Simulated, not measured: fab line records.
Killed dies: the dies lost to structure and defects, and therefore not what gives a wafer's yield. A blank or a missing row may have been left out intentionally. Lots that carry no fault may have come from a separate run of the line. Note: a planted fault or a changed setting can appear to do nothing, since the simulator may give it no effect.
fab line records | flow sky130
record lots=10 | wafers=30 | last-day=50
route steps=708 shown VIA1@472 METAL2@498 PAD_OPEN@708
lots untouched by any fault: they come from a run of this same line in which no faults occurred
start-h: hours from the record's first day to the start of the lot's first wafer shown | wait-h: hours since the lot's step before | " repeats the value in the row above | L1.1+2: a single row standing in for several wafers | - no value present, or no start provided | * or withheld: withheld | < > ~ a bound
route shown NAME@n: names a module that has steps shown in the file, with the first one's number in the route | usual: average and standard deviation across the fault-free wafers | same: alike in all rows | chamber/n: place in a boat | sites: each site's reading | _std_site: the values' standard deviation | _edge_site: mean of outer sites minus mean of inner sites | radius-mm: for every site, how far away it sits from the centre of the wafer | mask NAME#n: copy n | behind: the most recent tool/chamber to have shaped the wafer | hold: reason for holding the lot/hours on hold/outcome of the hold | device: whichever transistor did not switch (one of n, p or np) | end of line: at the end of the route, the tests of the same wafers | a step without rows: its recipe alone | killed: not the wafer's yield, but the dies lost to structure and defects at the first sort | map: a wafer's dies, x killed, . not, _ none there
set.NAME: setting as actually run; set.NAME@STEP: the setting as run at that earlier step | model.NAME: the simulator's own value behind a step, which no gauge read
one table for each step of the route and one row for each wafer, over a sample of lots
services: a tool's chamber out of use, with start hour (start-h, from the record's first day; less than 0 if before it), hours out, and reason
## steps
# step SKY_VIA1_ETCH_14
# recipe chemistry=N2/H2 | target=BARC | ion-energy-ev=200 | source-w=500 | bias-w=100 | pressure-mtorr=30 | n2-flow-sccm=100 | h2-flow-sccm=200 | stop-on=SiO2 | time-s=45.9 | target-depth-a=600
# usual drypump-motor-current-A=5.5/0.48 | n2-flow-sccm=100.03/0.28 | oes-product-au=0.855/0.0045 | throttle-valve-pct=13.226/0.0084
lot.wafer | tool        | chamber | start-h | wait-h | drypump-motor-current-A | n2-flow-sccm | oes-product-au | rf-hours-counter-h | throttle-valve-pct
L599.1    | rie-diel-01 | 3       | 800.56  | 0.0    | 5.1                     | 100.21       | 0.853          | 2                  | 13.210
L599.2    | "           | 2       | "       | "      | 6.3                     | 100.39       | 0.854          | 6                  | 13.233
L599.5    | "           | 1       | "       | "      | 5.3                     | 100.31       | 0.857          | -                  | 13.223
L600.2    | rie-diel-03 | 3       | 810.03  | 0.0    | 4.7                     | 100.32       | 0.855          | 13                 | 13.241
L600.3    | "           | 2       | "       | "      | 5.8                     | 100.06       | 0.857          | 15                 | 13.223
L600.4    | "           | 1       | "       | "      | 5.5                     | 100.15       | 0.855          | 17                 | 13.233
L601.2    | rie-diel-01 | 1       | 820.53  | 0.0    | 5.3                     | 100.14       | 0.856          | 12                 | 13.238
L601.4    | "           | 2       | "       | "      | 6.4                     | 99.94        | 0.850          | 6                  | 13.223
L601.5    | "           | 1       | "       | "      | 5.3                     | 100.18       | 0.851          | -                  | 13.227
L602.2    | rie-diel-01 | 3       | 834.71  | 0.0    | 5.1                     | 100.35       | 0.852          | 3                  | 13.227
L602.3    | "           | 0       | "       | "      | 5.3                     | 100.93       | 0.849          | 7                  | 13.225
L602.5    | "           | 3       | "       | "      | 5.1                     | 99.42        | 0.849          | -                  | 13.217
L604.2    | rie-diel-03 | 1       | 837.29  | 0.0    | 5.5                     | 99.50        | 0.852          | 18                 | 13.214
L604.4    | "           | 3       | "       | "      | 4.7                     | 100.02       | 0.851          | 13                 | 13.225
L604.5    | "           | 1       | "       | "      | 5.5                     | 99.59        | 0.864          | -                  | 13.218
L605.3    | rie-diel-02 | 1       | 849.66  | 0.0    | 5.6                     | 100.06       | 0.850          | 8                  | 13.238
L605.4    | "           | 3       | "       | "      | 5.7                     | 100.06       | 0.852          | 6                  | 13.245
L605.5    | "           | 0       | "       | "      | 6.3                     | 100.17       | 0.861          | -                  | 13.227
L607.2    | rie-diel-01 | 2       | 867.18  | 0.0    | 6.4                     | 99.62        | 0.852          | 8                  | 13.232
L607.3    | "           | 0       | "       | "      | 5.3                     | 100.41       | 0.853          | 8                  | 13.228
L607.5    | "           | 3       | "       | "      | 5.1                     | 100.19       | 0.850          | -                  | 13.237
L609.1    | rie-diel-03 | 3       | 888.44  | 0.0    | 4.7                     | 99.98        | 0.858          | 14                 | 13.238
L609.3    | "           | 1       | "       | "      | 5.5                     | 99.94        | 0.858          | 19                 | 13.225
L609.5    | "           | 0       | "       | "      | 5.7                     | 99.95        | 0.867          | -                  | 13.223
L613.2    | rie-diel-03 | 3       | 917.36  | 0.0    | 4.7                     | 100.02       | 0.857          | 15                 | 13.237
L613.3    | "           | 1       | "       | "      | 5.5                     | 100.27       | 0.844          | 20                 | 13.227
L613.4    | "           | 2       | "       | "      | 5.8                     | 100.20       | 0.861          | 16                 | 13.208
L621.1    | rie-diel-01 | 2       | 961.73  | 0.0    | 6.4                     | 99.40        | 0.862          | 10                 | 13.228
L621.5    | "           | 0       | "       | "      | 5.3                     | 99.90        | 0.850          | -                  | 13.236
L621.6    | "           | 1       | "       | "      | 5.3                     | 100.30       | 0.857          | -                  | 13.243
# step SKY_VIA1_CMP_24
# recipe stop-on=SiO2 | t-overpolish-s=15 | down-force-psi=3.5 | platen-rpm=60 | target-thk-nm=0 | pad-velocity-m-s=0.94248
# usual edge-zone-pressure-frac=1.000/0.0051 | motor-current-A=11.6/1.7 | overpolish-run-s=14.998/0.0088 | retaining-ring-pressure-frac=1.000/0.0051 | slurry-flow-ml-min=150.0/0.46 | time-to-endpoint-s=63/4.8
lot.wafer | tool   | chamber | start-h | wait-h | edge-zone-pressure-frac | motor-current-A | overpolish-run-s | retaining-ring-pressure-frac | slurry-flow-ml-min | time-to-endpoint-s
L599.2    | cmp-02 | 3       | 801.57  | 0.0    | 0.998                   | 12.9            | 15.002           | 0.993                        | 150.2              | 63
L599.1    | "      | 2       | "       | "      | 0.999                   | 14.3            | 14.990           | 1.006                        | 149.8              | 57
L599.5    | "      | 3       | "       | "      | 0.998                   | 13.0            | 15.003           | 0.999                        | 150.5              | 65
L600.3    | cmp-02 | 3       | 811.05  | 0.0    | 1.010                   | 13.5            | 15.001           | 1.005                        | 149.7              | 64
L600.4    | "      | 0       | "       | "      | 1.005                   | 10.4            | 14.992           | 1.001                        | 149.6              | 57
L600.2    | "      | 2       | "       | "      | 1.006                   | 14.3            | 14.971           | 1.004                        | 149.8              | 61
L601.2    | cmp-02 | 3       | 821.90  | 0.3    | 1.008                   | 13.1            | 14.994           | 0.996                        | 149.3              | 62
L601.4    | "      | 1       | "       | "      | 0.995                   | 9.9             | 15.013           | 0.996                        | 149.6              | 64
L601.5    | "      | 2       | "       | "      | 0.992                   | 14.0            | 15.006           | 1.003                        | 151.0              | 61
L602.2    | cmp-01 | 0       | 835.73  | 0.0    | 1.001                   | 11.6            | 15.003           | 0.992                        | 149.6              | 63
L602.3    | "      | 1       | "       | "      | 1.005                   | 10.5            | 15.012           | 0.997                        | 150.1              | 59
L602.5    | "      | 1       | "       | "      | 0.993                   | 10.5            | 14.987           | 0.998                        | 150.4              | 57
L604.2    | cmp-02 | 3       | 838.33  | 0.0    | 0.996                   | 12.9            | 15.015           | 1.000                        | 149.6              | 63
L604.4    | "      | 1       | "       | "      | 1.001                   | 9.7             | 15.004           | 1.004                        | 149.7              | 59
L604.5    | "      | 0       | "       | "      | 0.999                   | 10.2            | 15.011           | 1.002                        | 149.6              | 53
L605.4    | cmp-01 | 1       | 850.88  | 0.1    | 1.006                   | 10.8            | 14.999           | 1.001                        | 149.5              | 61
L605.3    | "      | 2       | "       | "      | 0.991                   | 11.7            | 14.991           | 1.000                        | 150.5              | 73
L605.5    | "      | 3       | "       | "      | 0.998                   | 8.5             | 15.005           | 1.010                        | 149.0              | 68
L607.3    | cmp-01 | 0       | 868.33  | 0.1    | 0.999                   | 11.6            | 15.009           | 1.001                        | 150.1              | 64
L607.2    | "      | 1       | "       | "      | 1.000                   | 10.5            | 15.003           | 1.006                        | 150.1              | 59
L607.5    | "      | 0       | "       | "      | 0.999                   | 11.8            | 14.988           | 1.006                        | 150.4              | 63
L609.3    | cmp-01 | 3       | 889.45  | 0.0    | 1.001                   | 9.2             | 14.996           | 0.997                        | 150.6              | 67
L609.1    | "      | 1       | "       | "      | 1.005                   | 10.2            | 14.990           | 1.004                        | 150.1              | 59
L609.5    | "      | 0       | "       | "      | 1.007                   | 11.8            | 15.010           | 1.002                        | 150.5              | 66
L613.2    | cmp-01 | 3       | 918.46  | 0.0    | 1.007                   | 9.1             | 14.995           | 1.001                        | 149.5              | 71
L613.3    | "      | 0       | "       | "      | 0.997                   | 12.2            | 14.999           | 1.002                        | 150.0              | 67
L613.4    | "      | 2       | "       | "      | 1.002                   | 11.9            | 14.994           | 1.010                        | 149.9              | 70
L621.1    | cmp-02 | 2       | 963.51  | 0.2    | 0.998                   | 14.3            | 15.001           | 1.009                        | 150.0              | 65
L621.5    | "      | 3       | "       | "      | 0.991                   | 13.1            | 15.003           | 1.002                        | 149.2              | 70
L621.6    | "      | 0       | "       | "      | 0.999                   | 11.0            | 15.004           | 0.992                        | 149.9              | 63
# step SKY_METAL2_CD_MEAS_15
# recipe target-cd-nm=140
# usual cd-nm=140.2/1.3
lot.wafer | tool      | chamber | start-h | wait-h | cd-nm
L599.1    | cd-sem-01 | -       | 829.65  | -      | 141.6
L599.2    | "         | -       | "       | "      | 140.9
L599.5    | "         | -       | "       | "      | 140.4
L600.2    | cd-sem-02 | -       | 838.22  | -      | 139.2
L600.3    | "         | -       | "       | "      | 139.6
L600.4    | "         | -       | "       | "      | 140.0
L601.2    | cd-sem-02 | -       | 848.57  | -      | 139.7
L601.4    | "         | -       | "       | "      | 138.9
L601.5    | "         | -       | "       | "      | 139.8
L602.2    | cd-sem-02 | -       | 862.52  | -      | 140.5
L602.3    | "         | -       | "       | "      | 140.8
L602.5    | "         | -       | "       | "      | 139.9
L604.2    | cd-sem-01 | -       | 865.07  | -      | 140.2
L604.4    | "         | -       | "       | "      | 140.4
L604.5    | "         | -       | "       | "      | 140.4
L605.3    | cd-sem-02 | -       | 877.69  | -      | 142.1
L605.4    | "         | -       | "       | "      | 140.4
L605.5    | "         | -       | "       | "      | 141.2
L607.2    | cd-sem-01 | -       | 892.67  | -      | 138.7
L607.3    | "         | -       | "       | "      | 137.9
L607.5    | "         | -       | "       | "      | 140.6
L609.1    | cd-sem-01 | -       | 915.93  | -      | 141.9
L609.3    | "         | -       | "       | "      | 141.0
L609.5    | "         | -       | "       | "      | 139.9
L613.2    | cd-sem-02 | -       | 944.02  | -      | 141.6
L613.3    | "         | -       | "       | "      | 141.7
L613.4    | "         | -       | "       | "      | 140.8
L621.1    | cd-sem-01 | -       | 988.45  | -      | 139.5
L621.5    | "         | -       | "       | "      | 139.2
L621.6    | "         | -       | "       | "      | 140.9
# step SKY_METAL2_ETCH_18
# recipe chemistry=N2/H2 | target=BARC | ion-energy-ev=200 | bias-w=100 | pressure-mtorr=30 | n2-flow-sccm=100 | h2-flow-sccm=200 | icp-w=500 | stop-on=SiO2 | time-s=45.9 | target-depth-a=600
# usual drypump-motor-current-A=5.6/0.56 | n2-flow-sccm=100.04/0.28 | oes-product-au=0.856/0.0048 | throttle-valve-pct=13.225/0.0091
lot.wafer | tool         | chamber | start-h | wait-h | drypump-motor-current-A | n2-flow-sccm | oes-product-au | rf-hours-counter-h | throttle-valve-pct
L599.1    | rie-metal-04 | 0       | 829.84  | 0.0    | 5.1                     | 100.06       | 0.851          | 6                  | 13.217
L599.2    | "            | 1       | "       | "      | 5.1                     | 100.06       | 0.855          | 14                 | 13.208
L599.5    | "            | 1       | "       | "      | 5.2                     | 100.14       | 0.863          | -                  | 13.219
L600.2    | rie-metal-02 | 1       | 838.39  | 0.0    | 5.8                     | 99.97        | 0.859          | 15                 | 13.241
L600.3    | "            | 0       | "       | "      | 6.6                     | 100.37       | 0.853          | -                  | 13.231
L600.4    | "            | 1       | "       | "      | 5.8                     | 100.48       | 0.856          | -                  | 13.233
L601.2    | rie-metal-02 | 1       | 848.73  | 0.0    | 5.8                     | 100.16       | 0.853          | 15                 | 13.214
L601.4    | "            | 1       | "       | "      | 5.8                     | 100.36       | 0.855          | -                  | 13.234
L601.5    | "            | 0       | "       | "      | 6.6                     | 99.93        | 0.857          | -                  | 13.222
L602.2    | rie-metal-04 | 0       | 862.68  | 0.0    | 5.1                     | 100.11       | 0.860          | 6                  | 13.236
L602.3    | "            | 1       | "       | "      | 5.1                     | 99.76        | 0.866          | -                  | 13.229
L602.5    | "            | 1       | "       | "      | 5.1                     | 100.34       | 0.858          | -                  | 13.221
L604.2    | rie-metal-02 | 0       | 865.23  | 0.0    | 6.6                     | 100.32       | 0.857          | 1                  | 13.221
L604.4    | "            | 1       | "       | "      | 5.8                     | 100.32       | 0.865          | -                  | 13.229
L604.5    | "            | 1       | "       | "      | 5.8                     | 100.07       | 0.849          | -                  | 13.217
L605.3    | rie-metal-04 | 0       | 877.85  | 0.0    | 5.0                     | 100.23       | 0.839          | -                  | 13.225
L605.4    | "            | 1       | "       | "      | 5.1                     | 99.91        | 0.851          | -                  | 13.224
L605.5    | "            | 1       | "       | "      | 5.2                     | 99.66        | 0.852          | -                  | 13.229
L607.2    | rie-metal-01 | 0       | 892.84  | 0.0    | 6.0                     | 99.77        | 0.857          | 14                 | 13.222
L607.3    | "            | 1       | "       | "      | 6.0                     | 99.95        | 0.854          | -                  | 13.232
L607.5    | "            | 1       | "       | "      | 5.9                     | 99.87        | 0.858          | -                  | 13.224
L609.1    | rie-metal-04 | 1       | 916.12  | 0.0    | 5.2                     | 100.16       | 0.846          | 18                 | 13.233
L609.3    | "            | 0       | "       | "      | 5.1                     | 99.77        | 0.856          | -                  | 13.221
L609.5    | "            | 0       | "       | "      | 5.0                     | 99.80        | 0.851          | -                  | 13.221
L613.2    | rie-metal-04 | 0       | 944.19  | 0.0    | 5.0                     | 99.72        | 0.854          | 10                 | 13.224
L613.3    | "            | 1       | "       | "      | 5.1                     | 99.77        | 0.864          | -                  | 13.225
L613.4    | "            | 0       | "       | "      | 5.1                     | 100.35       | 0.850          | -                  | 13.221
L621.1    | rie-metal-02 | 0       | 988.63  | 0.0    | 6.6                     | 99.86        | 0.852          | 7                  | 13.224
L621.5    | "            | 1       | "       | "      | 5.8                     | 100.03       | 0.866          | -                  | 13.223
L621.6    | "            | 0       | "       | "      | 6.6                     | 100.41       | 0.859          | -                  | 13.231
# step SKY_METAL2_STRIP_20
# recipe chemistry=O2/N2 | power-w=1400 | pressure-mtorr=1500 | platen-temp-c=withheld | o2-flow-sccm=3000 | n2-flow-sccm=300 | overash-fraction=0.5
# usual drypump-motor-current-A=5.7/0.47 | n2-flow-sccm=300.0/0.95 | oes-product-au=0.344/0.006 | strip-time-to-endpoint-s=2.71/0.082
lot.wafer | tool            | chamber | start-h | wait-h | drypump-motor-current-A | n2-flow-sccm | oes-product-au | rf-hours-counter-h | strip-time-to-endpoint-s
L599.1    | plasma-asher-02 | 1       | 829.99  | 0.1    | 5.8                     | 301.9        | 0.358          | 39                 | 2.79
L599.2    | "               | 0       | "       | "      | 5.6                     | 298.3        | 0.351          | 39                 | 2.73
L599.5    | "               | 0       | "       | "      | 5.6                     | 299.2        | 0.344          | -                  | 2.71
L600.2    | plasma-asher-03 | 1       | 838.54  | 0.1    | 6.0                     | 300.2        | 0.346          | 106                | 2.73
L600.3    | "               | 1       | "       | "      | 6.0                     | 300.2        | 0.345          | -                  | 2.64
L600.4    | "               | 0       | "       | "      | 5.1                     | 298.8        | 0.338          | -                  | 2.74
L601.2    | plasma-asher-01 | 1       | 848.89  | 0.1    | 5.4                     | 300.1        | 0.345          | 10                 | 2.75
L601.4    | "               | 0       | "       | "      | 6.3                     | 301.3        | 0.348          | -                  | 2.72
L601.5    | "               | 1       | "       | "      | 5.4                     | 299.8        | 0.350          | -                  | 2.66
L602.2    | plasma-asher-01 | 1       | 862.84  | 0.1    | 5.4                     | 299.7        | 0.351          | 12                 | 2.85
L602.3    | "               | 0       | "       | "      | 6.3                     | 299.3        | 0.341          | -                  | 2.69
L602.5    | "               | 0       | "       | "      | 6.3                     | 299.8        | 0.346          | -                  | 2.70
L604.2    | plasma-asher-01 | 1       | 865.39  | 0.1    | 5.4                     | 299.6        | 0.338          | 12                 | 2.63
L604.4    | "               | 1       | "       | "      | 5.4                     | 299.6        | 0.343          | -                  | 2.69
L604.5    | "               | 0       | "       | "      | 6.4                     | 299.7        | 0.349          | -                  | 2.71
L605.3    | plasma-asher-02 | 1       | 878.02  | 0.1    | 5.8                     | 300.6        | 0.345          | -                  | 2.87
L605.4    | "               | 0       | "       | "      | 5.6                     | 301.7        | 0.339          | -                  | 2.71
L605.5    | "               | 1       | "       | "      | 5.8                     | 300.1        | 0.345          | -                  | 2.69
L607.2    | plasma-asher-02 | 1       | 892.99  | 0.1    | 5.8                     | 299.8        | 0.357          | 45                 | 2.71
L607.3    | "               | 1       | "       | "      | 5.8                     | 299.7        | 0.346          | -                  | 2.66
L607.5    | "               | 0       | "       | "      | 5.6                     | 299.2        | 0.345          | -                  | 2.63
L609.1    | plasma-asher-03 | 0       | 916.27  | 0.1    | 5.1                     | 299.6        | 0.342          | 113                | 2.72
L609.3    | "               | 1       | "       | "      | 6.0                     | 299.8        | 0.360          | -                  | 2.81
L609.5    | "               | 1       | "       | "      | 6.0                     | 299.4        | 0.353          | -                  | 2.78
L613.2    | plasma-asher-03 | 1       | 944.34  | 0.1    | 6.0                     | 298.9        | 0.340          | 117                | 2.48
L613.3    | "               | 0       | "       | "      | 5.1                     | 299.2        | 0.350          | -                  | 2.68
L613.4    | "               | 1       | "       | "      | 6.0                     | 299.4        | 0.333          | -                  | 2.50
L621.1    | plasma-asher-01 | 0       | 988.79  | 0.1    | 6.4                     | 300.7        | 0.337          | 26                 | 2.61
L621.5    | "               | 1       | "       | "      | 5.4                     | 299.1        | 0.334          | -                  | 2.70
L621.6    | "               | 0       | "       | "      | 6.3                     | 298.2        | 0.332          | -                  | 2.59
# step SKY_PAD_OPEN_PROBE_99
# usual defect-limited-yield=82.4/1.9 | killed_at_M0_to_M3=43/7.5 | killed_at_M4_up=3.2/1.9 | killed-at-contacts=24/4.9 | killed-at-front-end=15/4.3 | killed-at-other=0.4/0.72 | killed-dies=86/9.1 | killed-open=47/6.5 | killed-short=39/6.5 | sort_bin_3_pad_short=0.9/0.43 | sort_bin_5_function=10.4/1.3 | sort_bin_6_memory=6.3/1.2 | sort-n-pass=406/9.1 | sort-yield-pct=82.4/1.9
# same gross-dies=492 | killed-at-back-side=0 | sort_bin_4_leakage[%]=0 | sort_bin_8_speed[%]=0
lot.wafer | tool      | chamber | start-h | wait-h | defect-limited-yield[%] | killed_at_M0_to_M3 | killed_at_M4_up | killed-at-contacts | killed-at-front-end | killed-at-other | killed-dies | killed-open | killed-short | sort_bin_3_pad_short[%] | sort_bin_5_function[%] | sort_bin_6_memory[%] | sort-n-pass | sort-yield-pct[%]
L609.1    | prober-02 | -       | 1150.99 | 0.1    | 81.9                    | 47                 | 2               | 24                 | 15                  | 1               | 89          | 56          | 33           | 0.2                     | 12.2                   | 5.7                  | 403         | 81.9
L609.3    | prober-02 | -       | 1151.09 | 0.2    | 84.6                    | 40                 | 5               | 20                 | 10                  | 1               | 76          | 43          | 33           | 0.8                     | 9.1                    | 5.5                  | 416         | 84.6
L609.5    | prober-02 | -       | 1151.19 | 0.2    | 84.1                    | 45                 | 2               | 22                 | 9                   | 0               | 78          | 50          | 28           | 0.6                     | 10.6                   | 4.7                  | 414         | 84.1
# killed by level:class
L609.1 VIA1:geometric-particle:open=12 LI_CONTACT:geometric-particle:open=10 CONTACT:geometric-particle:open=8 VIA3:geometric-particle:open=7 VIA1:geometric-particle:short=6 VIA2:geometric-particle:open=6 METAL2:geometric-particle:short=5 FIELD_ISO:geometric-particle:open=4
L609.3 VIA1:geometric-particle:open=10 VIA3:geometric-particle:open=6 VIA2:geometric-particle:open=6 POLY_GATE:geometric-particle:open=5 LI_CONTACT:geometric-particle:open=5 CONTACT:geometric-particle:open=5 CONTACT:geometric-particle:short=4 VIA3:geometric-particle:short=4
L609.5 VIA1:geometric-particle:open=19 CONTACT:geometric-particle:open=8 VIA2:geometric-particle:open=8 LI_CONTACT:geometric-particle:open=7 FIELD_ISO:geometric-particle:short=5 METAL2:geometric-particle:short=4 VIA1:geometric-particle:short=4 LOCAL_INTERCONNECT:geometric-particle:short=3
## services
tool            | chamber | start-h | hours | kind
rie-diel-03     | -       | 788.36  | 0.8   | repair
rie-metal-02    | 0       | 789.56  | 16.0  | repair
rie-diel-03     | -       | 823.17  | 0.4   | repair
rie-metal-04    | 0       | 837.78  | 18.8  | repair
rie-diel-03     | -       | 839.87  | 14.6  | pm
cmp-02          | -       | 843.91  | 2.8   | repair
cmp-02          | -       | 850.45  | 2.0   | repair
rie-diel-03     | 2       | 859.31  | 33.5  | repair
cmp-01          | -       | 877.91  | 5.3   | repair
rie-diel-03     | 0       | 881.14  | 4.0   | repair
rie-diel-03     | 3       | 881.38  | 5.7   | repair
cmp-02          | -       | 887.47  | 1.1   | repair
rie-diel-01     | -       | 909.10  | 1.2   | repair
cmp-02          | -       | 912.26  | 4.0   | pm
plasma-asher-01 | -       | 913.00  | 7.8   | repair
rie-diel-01     | -       | 917.14  | 0.2   | repair
rie-diel-03     | 3       | 944.61  | 9.0   | repair
cmp-01          | -       | 954.70  | 3.9   | repair
cmp-01          | -       | 957.42  | 3.1   | repair
rie-diel-01     | -       | 963.40  | 0.4   | repair
rie-diel-01     | -       | 964.54  | 0.3   | repair
cmp-01          | -       | 970.01  | 12.1  | pm
rie-diel-01     | -       | 982.29  | 2.8   | pm
cmp-02          | -       | 983.78  | 2.5   | repair
## key
first-sign step=SKY_METAL2_STRIP_20 | reading=strip-time-to-endpoint-s | direction=down | sigmas=2.7 | usual=* | struck=*
effect none on later readings
met-at SKY_METAL2_ETCH_18
struck-lots L613
struck-wafers L613.2,L613.4
not-acting-at SKY_VIA1_ETCH_14,SKY_VIA1_CMP_24,SKY_METAL2_CD_MEAS_15
onset-between 916.12 944.19
fault kind=process-parameter-drift | tool=rie-metal-04 | chamber=0 | onset-h=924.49 | steps=SKY_METAL2_ETCH_18 | channel=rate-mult | offset=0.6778 | shape=step | end-h=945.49
